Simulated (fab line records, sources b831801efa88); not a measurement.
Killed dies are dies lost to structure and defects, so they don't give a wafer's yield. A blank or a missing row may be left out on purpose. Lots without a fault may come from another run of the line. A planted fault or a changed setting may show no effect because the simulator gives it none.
Which tool did it? | flow sky130 | 24 lots, 72 wafers sampled, at 6 steps of a route of 708

WHAT THE GAUGES READ, wafer by wafer
SKY_METAL1_RS_MEAS_05: measures by four-point-probe.
lot  | measured     | on            | METAL1_ALCU_RS (ohm/sq)
L074 | day 31 04:31 | film_metro-04 | 0.1280 0.1284 0.1285
L075 | day 31 06:04 | film_metro-01 | 0.1247 0.1240 0.1225
L076 | day 32 08:55 | film_metro-03 | 0.1272 0.1271 0.1248
L077 | day 32 22:54 | film_metro-01 | 0.1298 0.1297 0.1295
L078 | day 34 07:36 | film_metro-04 | 0.1264 0.1267 0.1264
L079 | day 34 09:04 | film_metro-04 | 0.1280 0.1291 0.1279
L080 | day 34 17:28 | film_metro-01 | 0.1276 0.1271 0.1269
L082 | day 35 00:01 | film_metro-04 | 0.1277 0.1274 0.1275
L081 | day 35 02:27 | film_metro-01 | 0.1288 0.1287 0.1290
L083 | day 35 03:51 | film_metro-04 | 0.1262 0.1265 0.1276
L084 | day 35 04:28 | film_metro-04 | 0.1258 0.1265 0.1256
L085 | day 35 04:50 | film_metro-01 | 0.1277 0.1270 0.1277
L087 | day 36 07:07 | film_metro-03 | 0.1263 0.1269 0.1260
L086 | day 36 09:46 | film_metro-01 | 0.1252 0.1258 0.1259
L090 | day 37 06:37 | film_metro-03 | 0.1237 0.1241 0.1240
L088 | day 37 09:38 | film_metro-04 | 0.1260 0.1255 0.1265
L089 | day 37 09:39 | film_metro-01 | 0.1277 0.1273 0.1280
L092 | day 37 20:38 | film_metro-03 | 0.1250 0.1249 0.1265
L091 | day 37 21:49 | film_metro-01 | 0.1245 0.1237 0.1234
L093 | day 38 04:32 | film_metro-01 | 0.1286 0.1263 0.1263
L094 | day 38 06:25 | film_metro-01 | 0.1285 0.1284 0.1280
L096 | day 38 15:07 | film_metro-04 | 0.1252 0.1265 0.1245
L095 | day 38 20:00 | film_metro-01 | 0.1247 0.1258 0.1258
L097 | day 38 23:37 | film_metro-01 | 0.1269 0.1268 0.1275

SKY_VIA2_OVL_MEAS_13.
lot  | measured     | on         | VIA2_OVL (nm)
L074 | day 35 19:21 | overlay-01 | 7 7 0
L075 | day 35 22:35 | overlay-01 | 3 1 9
L076 | day 36 23:04 | overlay-02 | -6 -9 4
L077 | day 37 13:08 | overlay-01 | 0 8 -2
L078 | day 38 20:58 | overlay-01 | -9 -5 0
L079 | day 38 23:04 | overlay-01 | 1 2 2
L080 | day 39 06:08 | overlay-02 | 1 0 7
L082 | day 39 11:19 | overlay-01 | 3 7 -3
L081 | day 39 14:16 | overlay-02 | 1 -1 -3
L083 | day 39 14:36 | overlay-02 | 3 5 -1
L084 | day 39 15:54 | overlay-02 | 9 7 11
L085 | day 39 17:16 | overlay-01 | 3 0 -2
L087 | day 40 16:53 | overlay-01 | -2 6 3
L086 | day 40 20:19 | overlay-02 | -4 -6 -2
L090 | day 41 14:19 | overlay-02 | 3 3 3
L088 | day 41 16:14 | overlay-01 | 0 -5 -1
L089 | day 41 17:27 | overlay-01 | -3 -6 -12
L092 | day 42 04:56 | overlay-01 | 5 6 6
L091 | day 42 05:15 | overlay-01 | 7 8 2
L093 | day 42 09:58 | overlay-01 | 5 6 3
L094 | day 42 11:41 | overlay-02 | -5 -2 -3
L096 | day 42 19:38 | overlay-02 | -3 7 0
L095 | day 42 23:46 | overlay-02 | 9 17 12
L097 | day 43 04:44 | overlay-01 | 9 -7 -1

SKY_CAPM_RS_MEAS_03: measures by four-point-probe.
lot  | measured     | on            | CAPM_TIN_RS (ohm/sq)
L074 | day 35 21:08 | film_metro-01 | 6.59 6.61 6.64
L075 | day 36 00:23 | film_metro-04 | 6.64 6.66 6.64
L076 | day 37 00:49 | film_metro-03 | 6.77 6.74 6.66
L077 | day 37 15:09 | film_metro-03 | 6.71 6.68 6.66
L078 | day 38 22:46 | film_metro-03 | 6.70 6.66 6.73
L079 | day 39 00:52 | film_metro-01 | 6.76 6.69 6.65
L080 | day 39 07:55 | film_metro-04 | 6.55 6.58 6.55
L082 | day 39 13:13 | film_metro-04 | 6.76 6.74 6.78
L081 | day 39 16:55 | film_metro-01 | 6.66 6.70 6.66
L083 | day 39 16:58 | film_metro-04 | 6.76 6.71 6.72
L084 | day 39 17:56 | film_metro-04 | 6.59 6.66 6.59
L085 | day 39 19:12 | film_metro-04 | 6.66 6.68 6.70
L087 | day 40 18:39 | film_metro-04 | 6.70 6.57 6.56
L086 | day 40 22:04 | film_metro-01 | 6.66 6.75 6.59
L090 | day 41 16:25 | film_metro-01 | 6.72 6.64 6.83
L088 | day 41 18:01 | film_metro-01 | 6.53 6.60 6.50
L089 | day 41 19:12 | film_metro-03 | 6.78 6.72 6.63
L092 | day 42 06:56 | film_metro-03 | 6.72 6.74 6.67
L091 | day 42 07:23 | film_metro-04 | 6.70 6.63 6.57
L093 | day 42 11:46 | film_metro-04 | 6.82 6.79 6.72
L094 | day 42 13:26 | film_metro-01 | 6.71 6.64 6.70
L096 | day 42 21:29 | film_metro-04 | 6.67 6.68 6.67
L095 | day 43 02:01 | film_metro-04 | 6.58 6.66 6.61
L097 | day 43 06:42 | film_metro-01 | 6.70 6.67 6.68

WHICH TOOL RAN EACH LOT (tool, then ch and the chambers of the sampled wafers, then the start)
lot  | SKY_LI_CONTACT_CMP_24         | SKY_CONTACT_ETCH_18                           | SKY_METAL2_ETCH_18
L074 | cmp-01 ch 0,1,3, day 28 16:17 | rie_diel-01 ch 0,2, day 31 04:31 or earlier   | rie_metal-01 ch 0,1, day 34 15:32
L075 | cmp-01 ch 0,1,2, day 28 19:20 | rie_diel-01 ch 0,2, day 31 06:04 or earlier   | rie_metal-03 ch 0,1, day 34 18:38
L076 | cmp-01 ch 0,1,2, day 29 22:55 | rie_diel-03 ch 0,1, day 32 08:55 or earlier   | rie_metal-04 ch 0,1, day 35 19:32
L077 | cmp-01 ch 0,3, day 30 13:38   | rie_diel-04 ch 0,1,2, day 32 22:54 or earlier | rie_metal-03 ch 0, day 36 09:40
L078 | cmp-02 ch 0,1,2, day 31 21:27 | rie_diel-04 ch 0,1,3, day 34 07:36 or earlier | rie_metal-01 ch 0,1, day 37 18:11
L079 | cmp-02 ch 1,3, day 31 23:39   | rie_diel-01 ch 0,2, day 34 09:04 or earlier   | rie_metal-03 ch 0,1, day 37 19:47
L080 | cmp-01 ch 0,1,2, day 32 09:49 | rie_diel-01 ch 0,3, day 34 17:28 or earlier   | rie_metal-03 ch 0,1, day 38 02:50
L082 | cmp-01 ch 0,1,2, day 32 14:33 | rie_diel-03 ch 0,1,3, day 35 00:01 or earlier | rie_metal-01 ch 0,1, day 38 09:50
L081 | cmp-02 ch 1,2, day 32 15:58   | rie_diel-03 ch 0,2, day 35 02:27 or earlier   | rie_metal-01 ch 0,1, day 38 11:59
L083 | cmp-02 ch 0,1,3, day 32 19:03 | rie_diel-04 ch 0,1,3, day 35 03:51 or earlier | rie_metal-03 ch 0,1, day 38 12:20
L084 | cmp-01 ch 0,1,3, day 32 19:49 | rie_diel-03 ch 0,1,3, day 35 04:28 or earlier | rie_metal-01 ch 0,1, day 38 13:50
L085 | cmp-02 ch 1,2, day 32 20:14   | rie_diel-01 ch 2,3, day 35 04:50 or earlier   | rie_metal-04 ch 0, day 38 15:11
L087 | cmp-01 ch 1,2, day 33 22:19   | rie_diel-03 ch 0,1, day 36 07:07 or earlier   | rie_metal-01 ch 0,1, day 39 14:41
L086 | cmp-01 ch 0,2,3, day 34 00:30 | rie_diel-03 ch 0,1,2, day 36 09:46 or earlier | rie_metal-03 ch 0,1, day 39 18:14
L090 | cmp-01 ch 0,1,3, day 34 23:25 | rie_diel-01 ch 1,2,3, day 37 06:37 or earlier | rie_metal-04 ch 0,1, day 40 13:14
L088 | cmp-01 ch 0,2, day 35 01:49   | rie_diel-01 ch 0,1,3, day 37 09:38 or earlier | rie_metal-03 ch 0,1, day 40 15:17
L089 | cmp-01 ch 1,2, day 35 02:07   | rie_diel-04 ch 0,3, day 37 09:39 or earlier   | rie_metal-04 ch 0,1, day 40 16:32
L092 | cmp-02 ch 1,2,3, day 35 11:23 | rie_diel-04 ch 0,1,2, day 37 20:38 or earlier | rie_metal-03 ch 0,1, day 41 02:15
L091 | cmp-02 ch 0,3, day 35 12:59   | rie_diel-03 ch 0,2, day 37 21:49 or earlier   | rie_metal-04 ch 0, day 41 03:05
L093 | cmp-01 ch 0,1, day 35 21:52   | rie_diel-04 ch 0,3, day 38 04:32 or earlier   | rie_metal-03 ch 0,1, day 41 08:53
L094 | cmp-02 ch 0,2,3, day 35 22:28 | rie_diel-01 ch 0,3, day 38 06:25 or earlier   | rie_metal-01 ch 0,1, day 41 11:29
L096 | cmp-02 ch 1,3, day 36 07:46   | rie_diel-03 ch 2,3, day 38 15:07 or earlier   | rie_metal-01 ch 0,1, day 41 19:05
L095 | cmp-02 ch 1,3, day 36 12:04   | rie_diel-03 ch 0,2, day 38 20:00 or earlier   | rie_metal-01 ch 0,1, day 41 23:45
L097 | cmp-02 ch 1,2, day 36 16:01   | rie_diel-03 ch 0,2, day 38 23:37 or earlier   | rie_metal-01 ch 0,1, day 42 04:41
- SKY_LI_CONTACT_CMP_24: polishes, stops on PSG, t overpolish 20 s, target thk 0 nm.
- SKY_CONTACT_ETCH_18: etches Si3N4 in CHF3/O2, stops on TiN, time 39 s, target depth 75 nm.
- SKY_METAL2_ETCH_18: etches BARC in N2/H2, stops on SiO2, time 45.9 s, target depth 60 nm.

WHAT THE TOOLS THEMSELVES READ (means of the sampled wafers that have a number; where no wafer has one, the mark that the record gives instead)
SKY_LI_CONTACT_CMP_24.
lot  | tool   | motor_current_A (A) | overpolish_run_s (s) | time_to_endpoint_s (s)
L074 | cmp-01 | 10.4                | 19.994               | 95
L075 | cmp-01 | 11.1                | 20.008               | 96
L076 | cmp-01 | 11.2                | 19.989               | 91
L077 | cmp-01 | 10.7                | 20.000               | 97
L078 | cmp-02 | 9.7                 | 19.992               | 94
L079 | cmp-02 | 11.0                | 19.995               | 97
L080 | cmp-01 | 11.0                | 19.997               | 95
L082 | cmp-01 | 11.0                | 19.993               | 91
L081 | cmp-02 | 10.1                | 20.005               | 95
L083 | cmp-02 | 10.5                | 20.000               | 90
L084 | cmp-01 | 10.9                | 20.003               | 92
L085 | cmp-02 | 10.0                | 20.005               | 94
L087 | cmp-01 | 11.1                | 19.993               | 89
L086 | cmp-01 | 11.8                | 19.994               | 92
L090 | cmp-01 | 10.8                | 19.996               | 94
L088 | cmp-01 | 12.5                | 20.000               | 91
L089 | cmp-01 | 11.0                | 19.998               | 94
L092 | cmp-02 | 10.7                | 19.997               | 96
L091 | cmp-02 | 10.8                | 19.991               | 95
L093 | cmp-01 | 10.0                | 20.000               | 95
L094 | cmp-02 | 10.9                | 19.998               | 99
L096 | cmp-02 | 11.3                | 19.988               | 96
L095 | cmp-02 | 10.3                | 19.999               | 95
L097 | cmp-02 | 9.8                 | 20.006               | 95

SKY_CONTACT_ETCH_18.
lot  | tool        | chamber_pressure_mTorr (mTorr) | chf3_flow_sccm (sccm) | drypump_motor_current_A (A) | oes_product_au (a.u.) | throttle_valve_pct (%)
L074 | rie_diel-01 | 40.01                          | 50.05                 | 5.5                         | 0.855                 | 8.790
L075 | rie_diel-01 | 39.99                          | 49.76                 | 5.5                         | 0.849                 | 8.788
L076 | rie_diel-03 | 39.98                          | 49.92                 | 5.2                         | 0.847                 | 8.787
L077 | rie_diel-04 | 39.96                          | 50.07                 | 5.5                         | 0.847                 | 8.789
L078 | rie_diel-04 | 40.02                          | 49.76                 | 5.7                         | 0.856                 | 8.795
L079 | rie_diel-01 | 39.99                          | 50.10                 | 5.5                         | 0.841                 | 8.789
L080 | rie_diel-01 | 40.04                          | 50.01                 | 5.8                         | 0.855                 | 8.803
L082 | rie_diel-03 | 40.03                          | 50.12                 | 5.5                         | 0.859                 | 8.796
L081 | rie_diel-03 | 39.98                          | 50.01                 | 5.5                         | 0.852                 | 8.785
L083 | rie_diel-04 | 40.02                          | 50.04                 | 5.7                         | 0.854                 | 8.795
L084 | rie_diel-03 | 40.00                          | 50.09                 | 5.5                         | 0.843                 | 8.787
L085 | rie_diel-01 | 40.00                          | 50.05                 | 5.6                         | 0.857                 | 8.792
L087 | rie_diel-03 | 40.01                          | 50.10                 | 5.1                         | 0.856                 | 8.793
L086 | rie_diel-03 | 40.02                          | 49.91                 | 5.4                         | 0.850                 | 8.801
L090 | rie_diel-01 | 39.98                          | 50.00                 | 5.5                         | 0.844                 | 8.786
L088 | rie_diel-01 | 40.01                          | 50.01                 | 5.7                         | 0.855                 | 8.792
L089 | rie_diel-04 | 39.99                          | 49.87                 | 5.6                         | 0.849                 | 8.790
L092 | rie_diel-04 | 40.01                          | 50.12                 | 5.5                         | 0.857                 | 8.795
L091 | rie_diel-03 | 39.99                          | 50.10                 | 5.5                         | 0.854                 | 8.796
L093 | rie_diel-04 | 40.04                          | 49.96                 | 5.6                         | 0.850                 | 8.785
L094 | rie_diel-01 | 40.00                          | 49.95                 | 5.8                         | 0.850                 | 8.784
L096 | rie_diel-03 | 40.00                          | 49.93                 | 6.1                         | 0.859                 | 8.799
L095 | rie_diel-03 | 39.98                          | 49.90                 | 5.7                         | 0.854                 | 8.788
L097 | rie_diel-03 | 40.02                          | 49.84                 | 5.7                         | 0.850                 | 8.789

SKY_METAL2_ETCH_18.
lot  | tool         | chamber_pressure_mTorr (mTorr) | drypump_motor_current_A (A) | oes_product_au (a.u.) | throttle_valve_pct (%)
L074 | rie_metal-01 | 29.999                         | 5.2                         | 0.857                 | 13.223
L075 | rie_metal-03 | 29.991                         | 6.3                         | 0.852                 | 13.224
L076 | rie_metal-04 | 29.963                         | 5.8                         | 0.852                 | 13.216
L077 | rie_metal-03 | 29.988                         | 6.5                         | 0.852                 | 13.221
L078 | rie_metal-01 | 29.981                         | 5.5                         | 0.853                 | 13.228
L079 | rie_metal-03 | 30.016                         | 6.3                         | 0.857                 | 13.231
L080 | rie_metal-03 | 29.992                         | 6.3                         | 0.856                 | 13.229
L082 | rie_metal-01 | 29.988                         | 5.5                         | 0.860                 | 13.215
L081 | rie_metal-01 | 29.997                         | 5.5                         | 0.851                 | 13.217
L083 | rie_metal-03 | 29.999                         | 6.2                         | 0.855                 | 13.233
L084 | rie_metal-01 | 30.030                         | 5.5                         | 0.854                 | 13.213
L085 | rie_metal-04 | 30.037                         | 5.0                         | 0.857                 | 13.209
L087 | rie_metal-01 | 29.984                         | 5.5                         | 0.854                 | 13.220
L086 | rie_metal-03 | 29.995                         | 6.3                         | 0.855                 | 13.226
L090 | rie_metal-04 | 30.007                         | 5.5                         | 0.856                 | 13.208
L088 | rie_metal-03 | 30.020                         | 6.2                         | 0.852                 | 13.228
L089 | rie_metal-04 | 29.991                         | 5.4                         | 0.853                 | 13.217
L092 | rie_metal-03 | 30.026                         | 6.3                         | 0.858                 | 13.229
L091 | rie_metal-04 | 29.981                         | 5.1                         | 0.857                 | 13.221
L093 | rie_metal-03 | 30.000                         | 6.2                         | 0.854                 | 13.228
L094 | rie_metal-01 | 30.019                         | 5.5                         | 0.854                 | 13.231
L096 | rie_metal-01 | 29.988                         | 5.5                         | 0.853                 | 13.223
L095 | rie_metal-01 | 29.989                         | 5.2                         | 0.852                 | 13.220
L097 | rie_metal-01 | 30.020                         | 5.5                         | 0.854                 | 13.230

THE ANSWER, worked out from the rows above alone
Rule: what is usual is taken from the lots themselves. Put in order of their means at a reading, lots are off if they are a third of the lots or fewer, leave a main group of 4 or more, and stand apart from it by a gap of 3 or more times the standard deviation of the main group's means; of several such gaps the widest counts. A main group whose means are all the same, to the digits that the tables above print for the reading, isn't used. A lot without any number at a reading at which 4 lots or more have one is off too. The other lots that the step has rows for count as sound. The gauges are gone through in route order, then the tools' own readings, and for those a lot's mean is taken as printed above. The first step at which some lot is off is used, and at that step the reading that is off furthest; a lot without a number counts as furthest.
No lot is off at any reading shown: from this, nothing can be told.

WHAT THE SIMULATOR HAD PUT IN
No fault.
